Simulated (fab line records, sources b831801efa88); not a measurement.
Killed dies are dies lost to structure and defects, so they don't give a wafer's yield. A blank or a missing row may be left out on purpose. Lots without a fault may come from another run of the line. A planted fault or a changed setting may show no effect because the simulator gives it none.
fab line records | flow gf180mcu | part 1 of 2: steps 1 to 43 of 44
record lots=7 wafers=21 last_day=34
route steps=602 shown DNWELL@39 NWELL@42 LVPWELL@54 MVSD@66 MVPSD@78 PASSIVATION@602
lots that met no fault: from a run of the same line without faults
start_h: hours from the record's first day to the start of the lot's first wafer shown | wait_h: hours since the lot's step before | " the same as in the row above | L1.1+2: a row that stands for several wafers | - no value, or no start given | * or withheld: withheld | < > ~ a bound
route shown NAME@n: a module of which the file shows steps, and the number in the route of the first | usual: mean/standard deviation of fault-free wafers | same: alike in all rows | chamber/n: place in a boat | sites: the reading at each site | _std_site: their standard deviation | _edge_site: outer sites' mean less inner sites' | radius_mm: how far each site lies from the wafer's centre | mask NAME#n: copy n | behind: the tool/chamber that last shaped the wafer | hold: why the lot was held/for how many hours/how that ended | device: the transistor (n, p or np) that didn't switch | end of line: the same wafers' tests at the end of the route | a step without rows: its recipe alone | killed: dies lost to structure and defects at the first sort, not the wafer's yield | map: a wafer's dies, x killed, . not, _ none there
set.NAME: the setting as run; set.NAME@STEP: as run at that earlier step | model.NAME: the simulator's own value behind a step, which no gauge read
lots at some steps of the route; a table a step, a row a wafer
services: from which hour (start_h, from the record's first day; less than 0 if before it) a tool's chamber was out of use, for how many hours, and why
## steps
# step GF_DNWELL_IMPLANT_07
# recipe species=P energy_kev=1500 dose_cm2=1e+13 tilt_deg=0
# step GF_DNWELL_STRIP_08
# recipe chemistry=O2/N2 power_w=1400 pressure_mtorr=1500 platen_temp_c=250 o2_flow_sccm=3000 n2_flow_sccm=300 overash_fraction=0.5
# usual drypump_motor_current_A=5.9/0.39 heater_power_w=305/11 oes_product_au=0.723/0.0049 strip_time_to_endpoint_s=36.99/0.094
# columns lot.wafer tool chamber start_h wait_h drypump_motor_current_A heater_power_w oes_product_au rf_hours_counter_h strip_time_to_endpoint_s
L786.1 plasma_asher-01 1 53.41 0.1 5.5 311 0.719 40 36.75
L786.2 " 0 " " 6.0 292 0.726 40 36.77
L786.3 " 0 " " 6.0 292 0.722 - 36.83
L790.1 plasma_asher-01 1 72.91 0.1 5.5 302 0.725 42 36.93
L790.3 " 0 " " 6.0 289 0.725 - 37.07
L790.6 " 1 " " 5.5 300 0.719 - 37.03
L791.2 plasma_asher-01 0 76.15 0.1 6.0 287 0.719 43 37.07
L791.3 " 0 " " 6.0 290 0.727 - 36.86
L791.6 " 1 " " 5.5 300 0.728 - 36.81
L792.4 plasma_asher-03 0 84.42 0.1 5.9 314 0.733 - 37.05
L792.5 " 0 " " 5.9 318 0.729 - 37.06
L792.6 " 1 " " 6.6 302 0.723 - 37.07
L795.1 plasma_asher-01 0 96.15 0.1 6.0 292 0.733 45 36.97
L795.4 " 0 " " 6.1 286 0.724 - 37.00
L795.6 " 1 " " 5.5 302 0.721 - 36.90
L800.1 plasma_asher-01 0 128.45 0.1 6.0 292 0.729 49 37.03
L800.2 " 1 " " 5.5 310 0.717 49 36.97
L800.3 " 0 " " 6.0 294 0.723 - 36.96
L807.3 plasma_asher-01 1 175.64 0.1 5.5 298 0.732 - 36.96
L807.4 " 0 " " 6.0 291 0.726 - 37.04
L807.5 " 0 " " 6.0 290 0.728 - 37.09
# step GF_DNWELL_TW_MEAS_09
# usual DNWELL_TW=1344/19
# columns lot.wafer tool chamber start_h wait_h DNWELL_TW
L786.1 film_metro-04 - 53.51 0.1 1335
L786.2 " - " " 1328
L786.3 " - " " 1325
L790.1 film_metro-04 - 73.01 0.1 1343
L790.3 " - " " 1337
L790.6 " - " " 1336
L791.2 film_metro-04 - 76.26 0.1 1338
L791.3 " - " " 1339
L791.6 " - " " 1334
L792.4 film_metro-04 - 84.52 0.1 1352
L792.5 " - " " 1350
L792.6 " - " " 1350
L795.1 film_metro-01 - 96.25 0.1 1336
L795.4 " - " " 1338
L795.6 " - " " 1331
L800.1 film_metro-04 - 128.55 0.1 1336
L800.2 " - " " 1333
L800.3 " - " " 1335
L807.3 film_metro-04 - 175.73 0.1 1339
L807.4 " - " " 1344
L807.5 " - " " 1331
# step GF_NWELL_DEHYDRATE_00
# recipe temp_c=200 time_s=60
# step GF_NWELL_HMDS_01
# recipe prime_time_s=60 prime_temp_c=120
# step GF_NWELL_COAT_02
# recipe spin_rpm=2000 resist_thk_nm=3000
# step GF_NWELL_SOFTBAKE_03
# recipe temp_c=110 time_s=withheld
# step GF_NWELL_EXPOSE_04
# recipe mask_id=Nwell target_cd_nm=860 na=0.6 source_shape=conventional sigma_outer=0.6 dose_mj=260
# step GF_NWELL_PEB_05
# recipe temp_c=115 time_s=withheld
# step GF_NWELL_DEVELOP_06
# recipe wall_angle_deg=90 develop_time_s=60 dev_temp_c=23
# step GF_NWELL_OVL_MEAS_07
# usual NWELL_OVL=-0.6/1.5
# columns lot.wafer tool chamber start_h wait_h NWELL_OVL[nm]
L786.1 overlay-02 - 67.15 - -2.5
L786.2 " - " " 0.2
L786.3 " - " " -2.2
L790.1 overlay-02 - 86.59 - 1.2
L790.3 " - " " 1.7
L790.6 " - " " 0.1
L791.2 overlay-01 - 90.19 - -1.9
L791.3 " - " " -1.9
L791.6 " - " " 0.0
L792.4 overlay-01 - 98.22 - -1.1
L792.5 " - " " -1.2
L792.6 " - " " -1.0
L795.1 overlay-02 - 110.35 - 0.8
L795.4 " - " " -0.7
L795.6 " - " " -1.2
L800.1 overlay-01 - 142.73 - 2.0
L800.2 " - " " -0.6
L800.3 " - " " 0.1
L807.3 overlay-02 - 192.35 - -0.4
L807.4 " - " " 0.1
L807.5 " - " " 0.3
# step GF_NWELL_IMPLANT_08
# recipe species=P energy_kev=450 dose_cm2=1.5e+13 tilt_deg=0
# step GF_NWELL_IMPLANT_09
# recipe species=P energy_kev=160 dose_cm2=4e+12 tilt_deg=0
# usual dose_ions_cm2=4e+12/4.2e+09 faraday_current_uA=22.5/0.43
# columns lot.wafer tool chamber start_h wait_h dose_ions_cm2 faraday_current_uA
L786.1 implanter-04 0 67.34 0.1 4e+12 22.4
L786.2 " 0 " " 4.001e+12 22.9
L786.3 " 0 " " 3.992e+12 23.0
L790.1 implanter-04 0 86.77 0.1 2.6832e+13 148.8
L790.3 " 0 " " 2.6826e+13 148.2
L790.6 " 0 " " 2.6825e+13 151.0
L791.2 implanter-01 0 90.40 0.1 4.003e+12 22.7
L791.3 " 0 " " 3.995e+12 22.1
L791.6 " 0 " " 3.994e+12 22.5
L792.4 implanter-04 0 98.46 0.1 2.6827e+13 150.3
L792.5 " 0 " " 2.6823e+13 156.5
L792.6 " 0 " " 2.6824e+13 152.5
L795.1 implanter-04 0 110.54 0.1 2.6824e+13 148.9
L795.4 " 0 " " 2.6831e+13 147.2
L795.6 " 0 " " 2.6824e+13 155.7
L800.1 implanter-01 0 142.92 0.1 3.998e+12 22.3
L800.2 " 0 " " 3.99e+12 23.0
L800.3 " 0 " " 4.001e+12 22.1
L807.3 implanter-04 0 192.57 0.1 3.998e+12 22.9
L807.4 " 0 " " 3.995e+12 21.8
L807.5 " 0 " " 3.995e+12 22.6
# step GF_NWELL_STRIP_10
# recipe chemistry=O2/N2 power_w=1400 pressure_mtorr=1500 platen_temp_c=250 o2_flow_sccm=3000 n2_flow_sccm=300 overash_fraction=0.5
# usual drypump_motor_current_A=5.63/0.26 heater_power_w=315/25 oes_product_au=0.722/0.0044 strip_time_to_endpoint_s=36.98/0.091
# columns lot.wafer tool chamber start_h wait_h drypump_motor_current_A heater_power_w oes_product_au rf_hours_counter_h strip_time_to_endpoint_s
L786.1 plasma_asher-04 1 67.49 0.1 5.75 397 0.725 38 37.05
L786.2 " 0 " " 5.67 300 0.724 38 37.02
L786.3 " 1 " " 5.75 388 0.724 - 36.99
L790.1 plasma_asher-02 0 86.92 0.1 5.26 302 0.723 45 36.92
L790.3 " 1 " " 5.74 331 0.730 - 37.00
L790.6 " 1 " " 5.74 325 0.727 - 36.89
L791.2 plasma_asher-01 1 90.52 0.1 5.55 306 0.727 44 36.98
L791.3 " 0 " " 6.00 295 0.720 - 37.02
L791.6 " 0 " " 5.99 293 0.724 - 36.98
L792.4 plasma_asher-02 0 98.57 0.1 5.24 318 0.720 - 37.05
L792.5 " 0 " " 5.23 315 0.719 - 37.06
L792.6 " 1 " " 5.76 325 0.726 - 36.87
L795.1 plasma_asher-01 1 110.69 0.1 5.56 300 0.722 46 37.04
L795.4 " 1 " " 5.54 306 0.718 - 37.12
L795.6 " 1 " " 5.52 308 0.722 - 37.13
L800.1 plasma_asher-01 0 143.07 0.1 6.01 295 0.716 50 36.95
L800.2 " 1 " " 5.52 313 0.720 50 37.05
L800.3 " 0 " " 5.98 297 0.730 - 37.03
L807.3 plasma_asher-01 0 192.70 0.1 6.00 293 0.725 - 36.86
L807.4 " 1 " " 5.51 299 0.721 - 36.94
L807.5 " 1 " " 5.51 308 0.718 - 36.98
# step GF_NWELL_TW_MEAS_11
# usual NWELL_TW=1554/19
# columns lot.wafer tool chamber start_h wait_h NWELL_TW
L786.1 film_metro-01 - 67.59 0.1 1555
L786.2 " - " " 1556
L786.3 " - " " 1552
L790.1 film_metro-03 - 87.02 0.1 1938
L790.3 " - " " 1937
L790.6 " - " " 1940
L791.2 film_metro-01 - 90.63 0.1 1561
L791.3 " - " " 1556
L791.6 " - " " 1556
L792.4 film_metro-01 - 98.67 0.1 1889
L792.5 " - " " 1890
L792.6 " - " " 1898
L795.1 film_metro-01 - 110.79 0.1 1885
L795.4 " - " " 1894
L795.6 " - " " 1896
L800.1 film_metro-01 - 143.17 0.1 1558
L800.2 " - " " 1557
L800.3 " - " " 1551
L807.3 film_metro-01 - 192.79 0.1 1575
L807.4 " - " " 1575
L807.5 " - " " 1562
# step GF_LVPWELL_DEHYDRATE_00
# recipe temp_c=200 time_s=60
# step GF_LVPWELL_HMDS_01
# recipe prime_time_s=60 prime_temp_c=120
# step GF_LVPWELL_COAT_02
# recipe spin_rpm=2000 resist_thk_nm=3000
# step GF_LVPWELL_SOFTBAKE_03
# recipe temp_c=110 time_s=withheld
# step GF_LVPWELL_EXPOSE_04
# recipe mask_id=LVPWELL target_cd_nm=600 na=0.6 source_shape=conventional sigma_outer=0.6 dose_mj=260
# step GF_LVPWELL_PEB_05
# recipe temp_c=115 time_s=withheld
# step GF_LVPWELL_DEVELOP_06
# recipe wall_angle_deg=90 develop_time_s=60 dev_temp_c=23
# step GF_LVPWELL_OVL_MEAS_07
# usual LVPWELL_OVL=0.7/1.3
# columns lot.wafer tool chamber start_h wait_h LVPWELL_OVL[nm]
L786.1 overlay-01 - 80.14 - 1.6
L786.2 " - " " 1.6
L786.3 " - " " 1.0
L790.1 overlay-02 - 100.14 - 3.1
L790.3 " - " " 1.9
L790.6 " - " " 3.3
L791.2 overlay-01 - 104.62 - -1.2
L791.3 " - " " 1.9
L791.6 " - " " -1.0
L792.4 overlay-02 - 112.63 - 1.3
L792.5 " - " " -1.0
L792.6 " - " " 0.2
L795.1 overlay-01 - 124.21 - -0.2
L795.4 " - " " -2.0
L795.6 " - " " 1.7
L800.1 overlay-01 - 157.36 - -1.6
L800.2 " - " " 0.8
L800.3 " - " " 1.5
L807.3 overlay-01 - 209.45 - -0.1
L807.4 " - " " 0.7
L807.5 " - " " -0.6
# step GF_LVPWELL_IMPLANT_08
# recipe species=B energy_kev=170 dose_cm2=1.5e+13 tilt_deg=0
# step GF_LVPWELL_IMPLANT_09
# recipe species=B energy_kev=60 dose_cm2=5e+12 tilt_deg=0
# step GF_LVPWELL_STRIP_10
# recipe chemistry=O2/N2 power_w=1400 pressure_mtorr=1500 platen_temp_c=250 o2_flow_sccm=3000 n2_flow_sccm=300 overash_fraction=0.5
# usual drypump_motor_current_A=5.82/0.29 heater_power_w=328/44 oes_product_au=0.722/0.0045 strip_time_to_endpoint_s=37.01/0.084
# columns lot.wafer tool chamber start_h wait_h drypump_motor_current_A heater_power_w oes_product_au rf_hours_counter_h strip_time_to_endpoint_s
L786.1 plasma_asher-04 1 80.47 0.1 5.74 406 0.719 39 36.96
L786.2 " 0 " " 5.63 300 0.728 39 36.92
L786.3 " 1 " " 5.73 399 0.714 - 36.96
L790.1 plasma_asher-03 1 100.48 0.1 6.60 302 0.721 31 37.07
L790.3 " 1 " " 6.61 306 0.729 - 37.12
L790.6 " 1 " " 6.61 305 0.717 - 37.11
L791.2 plasma_asher-01 1 104.95 0.1 5.54 305 0.726 46 36.96
L791.3 " 0 " " 6.01 285 0.729 - 36.83
L791.6 " 0 " " 5.96 285 0.720 - 36.88
L792.4 plasma_asher-03 0 112.98 0.1 5.86 307 0.722 - 37.01
L792.5 " 1 " " 6.58 301 0.722 - 37.02
L792.6 " 0 " " 5.86 312 0.722 - 36.98
L795.1 plasma_asher-04 1 124.55 0.1 5.75 398 0.726 1 37.04
L795.4 " 0 " " 5.67 309 0.723 - 37.06
L795.6 " 1 " " 5.76 400 0.721 - 37.07
L800.1 plasma_asher-04 1 157.69 0.1 5.75 407 0.719 4 36.90
L800.2 " 0 " " 5.65 308 0.715 4 36.81
L800.3 " 1 " " 5.72 399 0.725 - 36.81
L807.3 plasma_asher-04 1 209.80 0.1 5.73 408 0.723 - 37.21
L807.4 " 0 " " 5.64 312 0.719 - 37.19
L807.5 " 0 " " 5.65 306 0.722 - 37.11
# step GF_LVPWELL_TW_MEAS_11
# usual LVPWELL_TW=556/11
# columns lot.wafer tool chamber start_h wait_h LVPWELL_TW
L786.1 film_metro-02 - 80.57 0.1 542
L786.2 " - " " 541
L786.3 " - " " 546
L790.1 film_metro-03 - 100.58 0.1 571
L790.3 " - " " 571
L790.6 " - " " 567
L791.2 film_metro-02 - 105.13 0.2 546
L791.3 " - " " 544
L791.6 " - " " 544
L792.4 film_metro-01 - 113.08 0.1 556
L792.5 " - " " 555
L792.6 " - " " 554
L795.1 film_metro-03 - 124.65 0.1 569
L795.4 " - " " 570
L795.6 " - " " 567
L800.1 film_metro-03 - 157.79 0.1 570
L800.2 " - " " 567
L800.3 " - " " 568
L807.3 film_metro-03 - 209.89 0.1 567
L807.4 " - " " 568
L807.5 " - " " 567
# step GF_MVSD_DEHYDRATE_00
# recipe temp_c=200 time_s=60
# step GF_MVSD_HMDS_01
# recipe prime_time_s=60 prime_temp_c=120
# step GF_MVSD_COAT_02
# recipe spin_rpm=2000 resist_thk_nm=3000
# step GF_MVSD_SOFTBAKE_03
# recipe temp_c=110 time_s=withheld
# step GF_MVSD_EXPOSE_04
# recipe mask_id=MVSD target_cd_nm=1000 na=0.6 source_shape=conventional sigma_outer=0.6 dose_mj=260
# step GF_MVSD_PEB_05
# recipe temp_c=115 time_s=withheld
# step GF_MVSD_DEVELOP_06
# recipe wall_angle_deg=90 develop_time_s=60 dev_temp_c=23
# step GF_MVSD_OVL_MEAS_07
# usual MVSD_OVL=1.2/1.1
# columns lot.wafer tool chamber start_h wait_h MVSD_OVL[nm]
L786.1 overlay-02 - 94.39 - 1.3
L786.2 " - " " 1.8
L786.3 " - " " 1.0
L790.1 overlay-01 - 114.61 - 3.5
L790.3 " - " " 0.7
L790.6 " - " " 2.5
L791.2 overlay-01 - 118.59 - 2.3
L791.3 " - " " -0.8
L791.6 " - " " 1.1
L792.4 overlay-01 - 127.37 - 3.0
L792.5 " - " " 1.8
L792.6 " - " " 1.6
L795.1 overlay-01 - 138.20 - 0.4
L795.4 " - " " -0.2
L795.6 " - " " 0.7
L800.1 overlay-02 - 172.80 - 1.4
L800.2 " - " " 0.4
L800.3 " - " " 2.6
L807.3 overlay-01 - 227.76 - -0.4
L807.4 " - " " 2.0
L807.5 " - " " 2.9
# step GF_MVSD_IMPLANT_08
# recipe species=P energy_kev=400 dose_cm2=1.6e+13 tilt_deg=0
# step GF_MVSD_IMPLANT_09
# recipe species=P energy_kev=100 dose_cm2=5e+12 tilt_deg=0
# step GF_MVSD_STRIP_10
# recipe chemistry=O2/N2 power_w=1400 pressure_mtorr=1500 platen_temp_c=250 o2_flow_sccm=3000 n2_flow_sccm=300 overash_fraction=0.5
# usual drypump_motor_current_A=5.7/0.36 heater_power_w=331/35 oes_product_au=0.723/0.0044 strip_time_to_endpoint_s=37.00/0.087
# columns lot.wafer tool chamber start_h wait_h drypump_motor_current_A heater_power_w oes_product_au rf_hours_counter_h strip_time_to_endpoint_s
L786.1 plasma_asher-04 0 94.72 0.1 5.6 315 0.715 41 36.92
L786.2 " 1 " " 5.7 396 0.723 41 36.92
L786.3 " 0 " " 5.6 305 0.721 - 36.91
L790.1 plasma_asher-03 0 114.95 0.1 5.9 315 0.717 32 36.93
L790.3 " 1 " " 6.6 300 0.726 - 36.95
L790.6 " 0 " " 5.9 312 0.722 - 36.98
L791.2 plasma_asher-03 0 118.92 0.1 5.9 313 0.719 33 36.90
L791.3 " 0 " " 5.9 314 0.722 - 36.97
L791.6 " 0 " " 5.9 323 0.721 - 36.95
L792.4 plasma_asher-04 1 127.72 0.1 5.7 402 0.720 - 37.11
L792.5 " 0 " " 5.6 309 0.722 - 37.01
L792.6 " 1 " " 5.7 399 0.725 - 37.03
L795.1 plasma_asher-04 1 138.54 0.1 5.7 404 0.731 2 37.04
L795.4 " 0 " " 5.6 315 0.721 - 36.97
L795.6 " 0 " " 5.6 310 0.722 - 36.95
L800.1 plasma_asher-02 1 173.14 0.1 5.8 323 0.723 54 36.94
L800.2 " 0 " " 5.3 313 0.715 54 36.99
L800.3 " 1 " " 5.8 331 0.718 - 37.05
L807.3 plasma_asher-03 0 228.12 0.1 5.9 316 0.715 - 37.13
L807.4 " 1 " " 6.6 296 0.723 - 37.20
L807.5 " 0 " " 5.9 308 0.722 - 37.07
# step GF_MVSD_TW_MEAS_11
# usual MVSD_TW=1572/26
# columns lot.wafer tool chamber start_h wait_h MVSD_TW
L786.1 film_metro-03 - 94.82 0.1 1606
L786.2 " - " " 1608
L786.3 " - " " 1606
L790.1 film_metro-01 - 115.05 0.1 1572
L790.3 " - " " 1573
L790.6 " - " " 1562
L791.2 film_metro-01 - 119.03 0.1 1567
L791.3 " - " " 1569
L791.6 " - " " 1564
L792.4 film_metro-01 - 127.82 0.1 1564
L792.5 " - " " 1554
L792.6 " - " " 1572
L795.1 film_metro-03 - 138.64 0.1 1600
L795.4 " - " " 1604
L795.6 " - " " 1603
L800.1 film_metro-01 - 173.24 0.1 1565
L800.2 " - " " 1560
L800.3 " - " " 1552
L807.3 film_metro-01 - 228.21 0.1 1554
L807.4 " - " " 1560
L807.5 " - " " 1557
# step GF_MVPSD_DEHYDRATE_00
# recipe temp_c=200 time_s=60
# step GF_MVPSD_HMDS_01
# recipe prime_time_s=60 prime_temp_c=120
# step GF_MVPSD_COAT_02
# recipe spin_rpm=2000 resist_thk_nm=3000
# step GF_VT_IMPLANT_RS_MEAS_47
# recipe thk_meas_gauge=four-point-probe
# usual NWELL_RS=487.8/1.1
# columns lot.wafer tool chamber start_h wait_h NWELL_RS[ohm/sq]
L786.1 film_metro-02 - 167.47 0.1 488.1
L786.2 " - " " 488.3
L786.3 " - " " 489.4
L790.1 film_metro-01 - 189.90 0.1 309.6
L790.3 " - " " 309.0
L790.6 " - " " 309.6
L791.2 film_metro-03 - 195.52 0.1 490.0
L791.3 " - " " 489.1
L791.6 " - " " 489.6
L792.4 film_metro-03 - 205.56 0.1 308.7
L792.5 " - " " 309.0
L792.6 " - " " 308.7
L795.1 film_metro-01 - 221.65 0.1 308.5
L795.4 " - " " 308.1
L795.6 " - " " 309.1
L800.1 film_metro-02 - 261.17 0.1 488.7
L800.2 " - " " 487.1
L800.3 " - " " 489.6
L807.3 film_metro-01 - 325.39 0.1 487.4
L807.4 " - " " 488.0
L807.5 " - " " 488.1
## key
first_sign step=GF_NWELL_IMPLANT_09 reading=dose_ions_cm2 direction=up sigmas=99+ usual=4e+12 struck=2.6826e+13
effect step=GF_NWELL_IMPLANT_09 reading=faraday_current_uA direction=up sigmas=99+ usual=22.5 struck=151.0
effect step=GF_NWELL_TW_MEAS_11 reading=NWELL_TW direction=up sigmas=19 usual=1554 struck=1907
effect step=GF_VT_IMPLANT_RS_MEAS_47 reading=NWELL_RS direction=down sigmas=99+ usual=487.8 struck=308.9
model_effect step=GF_PASSIVATION_PROBE_99 value=etest.pldd_6p0.line_ohm_um without=6496 struck=1.041e+04
met_at GF_NWELL_IMPLANT_09
struck_wafers L790.1,L790.3,L790.6,L792.4,L792.5,L792.6,L795.1,L795.4,L795.6
tester_left_out L790,L792,L795
onset_between 67.34 86.77
fault kind=process_parameter_drift tool=implanter-04 chamber=- onset_h=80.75 steps=GF_NWELL_IMPLANT_09 channel=dose_cm2 offset=2.2824e+13 shape=step end_h=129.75 acts_in=these_recipes_only stated=4e+12
# tester_left_out: of these lots the tester's yield and bins aren't shown, on N5 and GAA mostly nor the transistor test; their killed dies are dies lost to structure and defects alone, not to doping, threshold or leakage, so they don't give the yield
